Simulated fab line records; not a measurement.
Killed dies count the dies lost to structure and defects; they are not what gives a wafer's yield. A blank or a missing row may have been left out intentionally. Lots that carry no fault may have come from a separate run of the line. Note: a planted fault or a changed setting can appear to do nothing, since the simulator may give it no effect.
The tool behind it: which one? ; flow gf180mcu ; 24 lots with 72 wafers sampled at 5 steps, on a route of 602 steps

## WHAT THE GAUGES SHOWED, per wafer
GF_M1_CD_MEAS_14 targets a cd of 230 nm. Usual: cd_nm at 230.6 nm, with a standard deviation of 1.
lot;measured;on;cd_nm (nm);flag
L074;day 16 20:41;cd_sem-01;229.1 229.1 230.9;
L075;day 17 04:52;cd_sem-01;230.9 230.1 229.8;
L076;day 17 13:11;cd_sem-02;230.1 229.5 229.1;
L077;day 18 09:28;cd_sem-01;231.1 230.7 229.8;
L078;day 18 16:42;cd_sem-01;232.6 231.8 231.5;
L079;day 19 03:25;cd_sem-02;230.5 231.6 231.0;
L080;day 19 09:13;cd_sem-02;228.8 229.5 228.6;
L081;day 19 11:42;cd_sem-02;230.5 229.8 230.0;
L082;day 20 08:51;cd_sem-02;231.0 231.0 231.0;
L083;day 20 11:02;cd_sem-01;232.2 231.4 231.4;
L084;day 20 18:40;cd_sem-02;229.8 231.0 231.7;
L085;day 21 03:47;cd_sem-02;230.9 230.2 232.1;
L086;day 21 14:34;cd_sem-01;230.2 231.1 229.9;
L087;day 22 03:10;cd_sem-01;229.6 229.5 230.4;
L088;day 22 21:17;cd_sem-01;231.3 230.3 230.7;
L089;day 23 00:41;cd_sem-01;230.9 230.8 230.9;
L090;day 23 05:39;cd_sem-01;231.2 232.1 231.5;
L091;day 23 13:36;cd_sem-02;229.9 230.7 229.2;
L092;day 23 23:57;cd_sem-02;231.2 231.6 231.0;
L093;day 24 01:38;cd_sem-02;232.4 232.7 232.5;
L094;day 24 10:50;cd_sem-02;232.3 232.4 231.5;
L095;day 24 17:17;cd_sem-02;231.1 232.1 232.9;
L096;day 24 20:55;cd_sem-02;229.9 231.7 229.2;
L097;day 25 06:32;cd_sem-02;228.9 229.8 229.5;

GF_V4_THK_MEAS_25: measures by xrf. Usual: V4_W_THK typically reads 350 nm, with standard deviation 7.3.
lot;measured;on;V4_W_THK (nm);flag
L074;day 24 05:44;film_metro-04;339 336 342;
L075;day 24 13:47;film_metro-04;347 346 344;
L076;day 24 21:29;film_metro-02;342 345 360;
L077;day 25 15:31;film_metro-03;342 344 342;
L078;day 25 23:05;film_metro-03;339 338 353;
L079;day 26 07:23;film_metro-03;341 342 344;
L080;day 26 13:57;film_metro-02;347 348 344;
L081;day 26 14:54;film_metro-02;361 341 368;
L082;day 27 07:39;film_metro-04;346 352 348;
L083;day 27 08:55;film_metro-02;354 350 354;
L084;day 27 16:17;film_metro-04;352 372 351;
L085;day 28 01:40;film_metro-03;357 351 354;
L086;day 28 09:56;film_metro-02;340 366 361;
L087;day 28 20:07;film_metro-03;356 354 352;
L088;day 29 11:56;film_metro-02;349 355 349;
L089;day 29 12:53;film_metro-02;352 346 346;
L090;day 29 17:57;film_metro-02;351 349 349;
L091;day 29 23:38;film_metro-03;351 353 350;
L092;day 30 11:17;film_metro-04;351 353 350;
L093;day 30 12:14;film_metro-03;344 347 347;
L094;day 30 18:43;film_metro-04;350 354 352;
L095;day 30 23:30;film_metro-04;349 352 352;
L096;day 31 02:15;film_metro-02;355 353 352;
L097;day 31 09:23;film_metro-02;350 348 351;

## WHICH TOOL RAN EACH LOT (tool, then ch and the chambers of the sampled wafers, then the start)
lot;GF_CONTACT_CVD_02;GF_M1_METAL_ETCH_16;GF_M2_SPUTTER_01
L074;pecvd-04 ch 0,2, day 14 22:37;rie_metal-03 ch 0,1, day 16 20:50;pvd_sputter-01, day 17 23:46
L075;pecvd-04 ch 0,2, day 15 07:22;rie_metal-02 ch 0,1, day 17 05:01;pvd_sputter-03, day 18 07:31
L076;pecvd-03 ch 1,2, day 15 13:49;rie_metal-01 ch 0,1, day 17 13:20;pvd_sputter-03, day 18 15:23
L077;pecvd-03 ch 0,1, day 16 08:27;rie_metal-01 ch 0,1, day 18 09:37;pvd_sputter-03, day 19 12:31
L078;pecvd-01 ch 0,1,2, day 16 15:52;rie_metal-01 ch 0, day 18 16:50;pvd_sputter-01, day 19 20:05
L079;pecvd-04 ch 0,2, day 17 01:39;rie_metal-01 ch 0,1, day 19 03:34;pvd_sputter-03, day 20 06:50
L080;pecvd-03 ch 1,2, day 17 06:49;rie_metal-01 ch 0,1, day 19 09:23;pvd_sputter-02, day 20 12:56
L081;pecvd-03 ch 0,1,2, day 17 09:54;rie_metal-03 ch 0, day 19 11:52;pvd_sputter-01, day 20 15:05
L082;pecvd-04 ch 0,1,2, day 18 07:10;rie_metal-02 ch 0,1, day 20 09:01;pvd_sputter-01, day 21 11:44
L083;pecvd-03 ch 0,1,2, day 18 07:57;rie_metal-03 ch 0, day 20 11:11;pvd_sputter-02, day 21 13:48
L084;pecvd-04 ch 0,2, day 18 17:10;rie_metal-01 ch 0,1, day 20 18:49;pvd_sputter-02, day 21 21:15
L085;pecvd-04 ch 0,1,2, day 19 01:30;rie_metal-02 ch 0,1, day 21 03:56;pvd_sputter-02, day 22 07:05
L086;pecvd-03 ch 0,2, day 19 13:14;rie_metal-03 ch 0, day 21 14:43;pvd_sputter-02, day 22 17:19
L087;pecvd-04 ch 0,1, day 20 01:37;rie_metal-03 ch 0, day 22 03:22;pvd_sputter-02, day 23 04:56
L088;pecvd-01 ch 0,2, day 20 20:02;rie_metal-03 ch 0, day 22 21:26;pvd_sputter-02, day 23 23:10
L089;pecvd-03 ch 0,1,2, day 21 00:13;rie_metal-03 ch 0, day 23 00:50;pvd_sputter-02, day 24 02:07
L090;pecvd-01 ch 1,2, day 21 04:26;rie_metal-01 ch 0, day 23 05:50;pvd_sputter-03, day 24 07:13
L091;pecvd-01 ch 0,1,2, day 21 13:43;rie_metal-01 ch 0, day 23 13:44;pvd_sputter-01, day 24 15:19
L092;pecvd-03 ch 0,1, day 22 00:23;rie_metal-02 ch 0, day 24 00:05;pvd_sputter-01, day 25 01:49
L093;pecvd-04 ch 0,1,2, day 22 01:56;rie_metal-03 ch 0, day 24 01:48;pvd_sputter-02, day 25 03:11
L094;pecvd-03 ch 0,2, day 22 10:54;rie_metal-03 ch 0, day 24 10:59;pvd_sputter-01, day 25 11:58
L095;pecvd-01 ch 0,1, day 22 17:24;rie_metal-01 ch 0,1, day 24 17:26;pvd_sputter-03, day 25 18:17
L096;pecvd-04 ch 1,2, day 22 22:04;rie_metal-01 ch 0,1, day 24 21:04;pvd_sputter-03, day 25 21:54
L097;pecvd-01 ch 0,1,2, day 23 07:26;rie_metal-02 ch 0,1, day 25 06:41;pvd_sputter-02, day 26 06:43
- GF_CONTACT_CVD_02: deposits SiO2 from TEOS, target thk 860 nm, time 95.992 s.
- GF_M1_METAL_ETCH_16: etches the open film in Cl2/BCl3, stops on SiO2, target depth 627.5 nm, time 104.6 s.
- GF_M2_SPUTTER_01: material TiN, target thk 30 nm, time 25 s.

## AS READ BY THE TOOLS THEMSELVES (means over the sampled wafers that have a number; for cases with no such wafer, the mark the record gives instead)
GF_CONTACT_CVD_02. Usual: heater_power_w 652 W, standard deviation 91; rf_fwd_power_W 596.3 W, standard deviation 2.2.
lot;tool;heater_power_w (W);rf_fwd_power_W (W);flag
L074;pecvd-04;734;595.0;
L075;pecvd-04;736;596.1;
L076;pecvd-03;683;596.6;
L077;pecvd-03;649;593.8;
L078;pecvd-01;666;596.9;
L079;pecvd-04;718;594.8;
L080;pecvd-03;689;597.1;
L081;pecvd-03;611;596.2;
L082;pecvd-04;681;594.8;
L083;pecvd-03;629;596.9;
L084;pecvd-04;664;596.4;
L085;pecvd-04;686;595.7;
L086;pecvd-03;597;597.1;
L087;pecvd-04;746;598.3;
L088;pecvd-01;660;597.2;
L089;pecvd-03;611;595.2;
L090;pecvd-01;669;597.8;
L091;pecvd-01;679;595.3;
L092;pecvd-03;647;596.9;
L093;pecvd-04;600;596.9;
L094;pecvd-03;600;598.1;
L095;pecvd-01;663;593.8;
L096;pecvd-04;600;596.1;
L097;pecvd-01;648;599.6;

GF_M1_METAL_ETCH_16. Usual: chamber_pressure_mTorr 8.000 mTorr, standard deviation 0.0066; drypump_motor_current_A 5.61 A, standard deviation 0.28; oes_product_au 0.973 a.u., standard deviation 0.0071; rf_fwd_power_W 795 W, standard deviation 3; throttle_valve_pct 28.250 %, standard deviation 0.011.
lot;tool;chamber_pressure_mTorr (mTorr);drypump_motor_current_A (A);oes_product_au (a.u.);rf_fwd_power_W (W);throttle_valve_pct (%);flag
L074;rie_metal-03;7.995;5.19;0.967;797;28.261;
L075;rie_metal-02;8.000;5.99;0.979;796;28.247;
L076;rie_metal-01;8.001;5.61;0.973;796;28.246;
L077;rie_metal-01;8.003;5.60;0.974;799;28.257;
L078;rie_metal-01;8.003;5.88;0.971;790;28.251;
L079;rie_metal-01;8.005;5.73;0.971;793;28.250;
L080;rie_metal-01;7.989;5.75;0.975;792;28.239;
L081;rie_metal-03;7.994;5.36;0.971;796;28.257;
L082;rie_metal-02;8.004;5.99;0.974;798;28.249;
L083;rie_metal-03;7.999;5.35;0.971;798;28.247;
L084;rie_metal-01;8.004;5.59;0.962;795;28.258;
L085;rie_metal-02;7.993;6.00;0.983;795;28.246;
L086;rie_metal-03;7.999;5.36;0.964;798;28.262;
L087;rie_metal-03;7.998;5.35;0.966;794;28.257;
L088;rie_metal-03;8.002;5.36;0.973;798;28.251;
L089;rie_metal-03;7.998;5.34;0.970;798;28.262;
L090;rie_metal-01;8.012;5.87;0.968;791;28.248;
L091;rie_metal-01;7.999;5.86;0.966;793;28.251;
L092;rie_metal-02;8.000;6.08;0.969;798;28.249;
L093;rie_metal-03;8.005;5.34;0.980;798;28.244;
L094;rie_metal-03;7.992;5.36;0.972;797;28.259;
L095;rie_metal-01;7.994;5.73;0.979;792;28.252;
L096;rie_metal-01;8.000;5.73;0.981;794;28.237;
L097;rie_metal-02;7.998;5.91;0.972;796;28.251;

GF_M2_SPUTTER_01. Usual: throttle_valve_pct at 30.4 %, with a standard deviation of 0.64.
lot;tool;throttle_valve_pct (%);flag
L074;pvd_sputter-01;31.0;
L075;pvd_sputter-03;30.3;
L076;pvd_sputter-03;30.7;
L077;pvd_sputter-03;30.4;
L078;pvd_sputter-01;31.0;
L079;pvd_sputter-03;30.5;
L080;pvd_sputter-02;30.1;
L081;pvd_sputter-01;30.7;
L082;pvd_sputter-01;30.4;
L083;pvd_sputter-02;30.1;
L084;pvd_sputter-02;30.4;
L085;pvd_sputter-02;30.1;
L086;pvd_sputter-02;30.2;
L087;pvd_sputter-02;30.0;
L088;pvd_sputter-02;30.4;
L089;pvd_sputter-02;30.1;
L090;pvd_sputter-03;30.2;
L091;pvd_sputter-01;31.1;
L092;pvd_sputter-01;30.8;
L093;pvd_sputter-02;30.0;
L094;pvd_sputter-01;30.1;
L095;pvd_sputter-03;30.0;
L096;pvd_sputter-03;30.0;
L097;pvd_sputter-02;29.8;

## THE ANSWER, worked out from the rows above alone
Rule: a lot counts as off when the mean over its wafers that have a number is more than 3 standard deviations away from the usual mean. A lot without any number at a reading at which 4 lots or more have one is off too. Any other lot the step has rows for is counted as sound. First the gauges in route order, then the tools' own readings, where a lot's mean is used as printed above. The first step at which some lot is off is used, and at that step the reading that is off furthest; a lot without a number counts as furthest.
No lot is off on any of the readings shown, so nothing can be concluded from this.

## WHAT WAS PUT IN BY THE SIMULATOR
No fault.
